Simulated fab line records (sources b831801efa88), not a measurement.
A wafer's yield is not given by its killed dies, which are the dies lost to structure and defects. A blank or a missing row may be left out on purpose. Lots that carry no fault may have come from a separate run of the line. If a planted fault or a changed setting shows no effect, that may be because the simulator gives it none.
Comparing a struck lot with a sound one || flow sky130 || 14 steps out of a route of 708
Sound: these wafers, L825.1, L825.2, L825.3. Struck: wafers L834.2, L834.3, L834.5. Last of all comes the cause.
For every step that has rows: the tool of each side, followed by ch and its chambers, followed by its first start. Under that, the readings that differ: sound wafers || struck wafers || difference of the means || sigmas: that difference in standard deviations of wafers without a fault.
alike: a reading whose means differ by less than 2 such deviations, as well as words and numbers matching on both sides. not compared: withheld readings; readings where some wafer has no value; bounds like >300 that might hide an equal value; numbers whose values overlap and for which the record gives no deviation.
A row with sigmas, a row that says differs or no value, or rows on one side alone: a step with any of these is where the two part. Numbers that have no deviation but don't overlap get no sigmas and don't part them. A reading that every wafer of one side lacks parts them only if that side has two wafers or more.

first, 3 steps without rows for these wafers: SKY_VT_ADJUST_HVTR_EXPOSE_04 (exposes mask HVTRM, target cd 380 nm); SKY_VT_ADJUST_HVTR_PEB_05; SKY_VT_ADJUST_HVTR_DEVELOP_06 (develop time 60 s).
SKY_VT_ADJUST_HVTR_CD_MEAS_07 targets a cd of 380 nm.
  sound on cd_sem-01, day 10 01:41; struck on cd_sem-01, day 12 19:38
  alike: cd_nm
SKY_VT_ADJUST_HVTR_OVL_MEAS_08:
  sound on overlay-02, day 10 01:48; struck on overlay-01, day 12 19:44
  alike: VT_ADJUST_HVTR_OVL
after that, 1 step had no rows for these wafers: SKY_VT_ADJUST_HVTR_IMPLANT_09.
SKY_VT_ADJUST_HVTR_STRIP_10: strips in O2/N2.
  sound on plasma_asher-01 ch 0,1, day 10 01:59; struck on plasma_asher-01 ch 0,1, day 12 19:55
  alike: drypump_motor_current_A, oes_product_au, strip_time_to_endpoint_s
  not compared: rf_hours_counter_h
SKY_VT_ADJUST_HVTR_TW_MEAS_11:
  sound on film_metro-03, day 10 02:05; struck on film_metro-02, day 12 20:01
{"reading": "VT_ADJUST_HVTR_TW", "sound": "214.3 213.6 213.3", "struck": "216.4 215.5 215.5", "difference": "+2.1", "sigmas": "+2"}
then, 4 steps without rows for these wafers: SKY_VT_ADJUST_PCH_DEHYDRATE_00 (time 60 s); SKY_VT_ADJUST_PCH_HMDS_01 (prime time 60 s); SKY_VT_ADJUST_PCH_COAT_02 (resist thk 3000 nm); SKY_VT_ADJUST_PCH_SOFTBAKE_03.
SKY_VT_ADJUST_PCH_EXPOSE_04: exposes mask NWM, target cd 840 nm.
  sound on iline_stepper-02 ch 0, day 10 12:07; struck on iline_stepper-01, day 13 09:03
  no value came back on the struck wafers for exposure_dose_mJ_cm2, focus_offset_nm (nm), reticle_temp_C (C); on the sound wafers exposure_dose_mJ_cm2 reads 255.21 254.96 254.86
  alike: mask
after that, 1 step had no rows for these wafers: SKY_VT_ADJUST_PCH_PEB_05.

WHERE THEY PART
First at SKY_VT_ADJUST_HVTR_TW_MEAS_11; last, within this record, at SKY_VT_ADJUST_PCH_EXPOSE_04.

WHY: the cause the simulator had injected
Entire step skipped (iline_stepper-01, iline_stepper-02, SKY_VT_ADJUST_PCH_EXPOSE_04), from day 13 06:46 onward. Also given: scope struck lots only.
